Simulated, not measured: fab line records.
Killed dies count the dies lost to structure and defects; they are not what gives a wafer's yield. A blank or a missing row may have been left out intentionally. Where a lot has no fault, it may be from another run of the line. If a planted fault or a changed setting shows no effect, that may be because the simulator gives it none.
Chamber matching | flow sky130 | 4 sister chambers for SKY_FIELD_ISO_ETCH_17 on rie si-02
The step etches Si in HBr/Cl2/O2, target depth 342 nm, time 97.7 s. 4 wafers are shown with their chamber, then 8 later ones without.

## WAFERS WITH THEIR CHAMBER
wafer  | chamber | throttle valve pct (%)
L945.5 | 3       | 25.646
L948.2 | 1       | 25.642
L948.5 | 2       | 25.650
L949.2 | 0       | 25.649

## WAFERS WHOSE CHAMBER IS MISSING
wafer  | throttle valve pct (%)
L949.4 | 25.656
L949.6 | 25.662
L955.1 | 25.661
L955.3 | 25.663
L955.6 | 25.650
L958.3 | 25.661
L958.5 | 25.640
L958.6 | 25.640

## CHAMBER TAKEN BY EACH
wafer  | from the rows above               | in truth
L949.4 | can't be placed: 2 or 0 or 3 or 1 | 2
L949.6 | can't be placed: 2 or 0 or 3 or 1 | 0
L955.1 | can't be placed: 2 or 0 or 3 or 1 | 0
L955.3 | can't be placed: 2 or 0 or 3 or 1 | 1
L955.6 | can't be placed: 2 or 0 or 3 or 1 | 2
L958.3 | can't be placed: 2 or 0 or 3 or 1 | 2
L958.5 | can't be placed: 1 or 3 or 0 or 2 | 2
L958.6 | can't be placed: 1 or 3 or 0 or 2 | 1
0 of 8 placed correctly. Unplaceable from these rows: 8, with the true chamber sitting among the candidates in 8. 0 placed wrongly.
How it was worked out, from the rows above alone: a wafer's distance from a chamber is the root of the sum, over the readings, of the square of ((its reading less the chamber's mean) divided by the reading's scatter). The wafer belongs to the nearest chamber; if the next one is less than 2 further off, it can't be placed. A chamber's mean is the mean of its shown wafers. The scatter (one wafer shown for each chamber): square how far every hidden wafer sits from the nearest shown wafer, average those squares and take the square root.
